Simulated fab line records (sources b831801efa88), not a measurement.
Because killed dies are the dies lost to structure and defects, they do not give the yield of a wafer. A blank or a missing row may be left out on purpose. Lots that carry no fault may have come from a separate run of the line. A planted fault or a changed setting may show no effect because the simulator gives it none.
Problem report, 8D (eight disciplines) form, completed by code -- flow sky130 -- the parts of the form that need people (team, actions taken, sign-off) are left out

## 1. PROBLEM STATEMENT
spinSpeedRpm at SKY_CONTACT_COAT_08 reads a mean of 2517.2 rpm on 6 wafers of 2 lots; wafers without a fault read 2999.6 rpm with a standard deviation of 2.3. So: -99 or more standard deviations from the usual mean.
The step: resist thk 60 nm.
The first sign was on wafer L633.1 at day 35 18:19, on lithoTrack-01. At this step, 36 wafers from 12 lots have a number in the record. The rule behind "out" and "out of limits": a value lying over 4 standard deviations away from the usual mean. The other wafers with a number count as sound.

## 2. WHAT IT IS, AND WHAT IT ISN'T
question,is,is not
which readings at this step,spinSpeedRpm,-
which lots,"L633, L635","L620, L622, L623, L625, L626, L627, L634, L640, L642, L643"
which wafers of those lots,all that have a number,-
read on which tools,lithoTrack-01,"lithoTrack-02, lithoTrack-03"
when,from day 35 18:19,"up to then (18 sound wafers); but 12 sound wafers of L634, L640, L642, L643 came after"

## 3. SUSPECTS, AND WHAT RULES EACH OUT
Counting: any tool at a process step up to the reading is kept as a suspect provided that every lot that is out went through it and no sound lot did after the first of them.
- rtpAnneal-01 at SKY_SD_N_RTA_14 (time 2 s): ruled out as a lasting fault. Following L633 (day 32 20:21), the first lot on it that is out, the sound lots L642 were run on it.
- lithoTrack-01 at SKY_CONTACT_COAT_08 (resist thk 60 nm): ruled out as a lasting fault. Following L633 (day 35 18:19), the first lot on it that is out, the sound lots L643 were run on it.
Left after counting: nothing in the record.

## 4. THE CAUSE (what the simulator had put in)
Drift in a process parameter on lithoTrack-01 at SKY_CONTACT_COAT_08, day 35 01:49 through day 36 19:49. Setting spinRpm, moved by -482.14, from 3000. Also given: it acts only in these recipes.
Counting ruled it out, wrongly.

## 5. THE CHAIN OF EFFECTS, in route order
Each row: a reading where the mean over the struck wafers with a number is more than 3 standard deviations away from the usual. Readings are gone through only where the record gives a usual standard deviation; hours: the median, over the lots, of the time from a lot's start at the first step in this table giving one to that lot's start at this step; sigmas: the change measured in usual standard deviations.
hours,step,reading,usual,on struck wafers,change,sigmas
0,SKY_CONTACT_COAT_08,spinSpeedRpm,2999.6 rpm,2517.2,-482.3,-99 or more
14,SKY_CONTACT_ETCH_16,oesProductAu,0.855 a.u.,0.900,+0.045,+8.9
It contains these process steps:
- SKY_CONTACT_COAT_08: resist thk 60 nm.
- SKY_CONTACT_ETCH_16: etches BARC in N2/H2, stops on SiO2, time 45.9 s, target depth 60 nm.

## 6. WHAT WOULD HAVE CAUGHT IT SOONER
First out-of-limits reading in this record: day 35 18:19, which is 16 hours after fault onset at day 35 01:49.
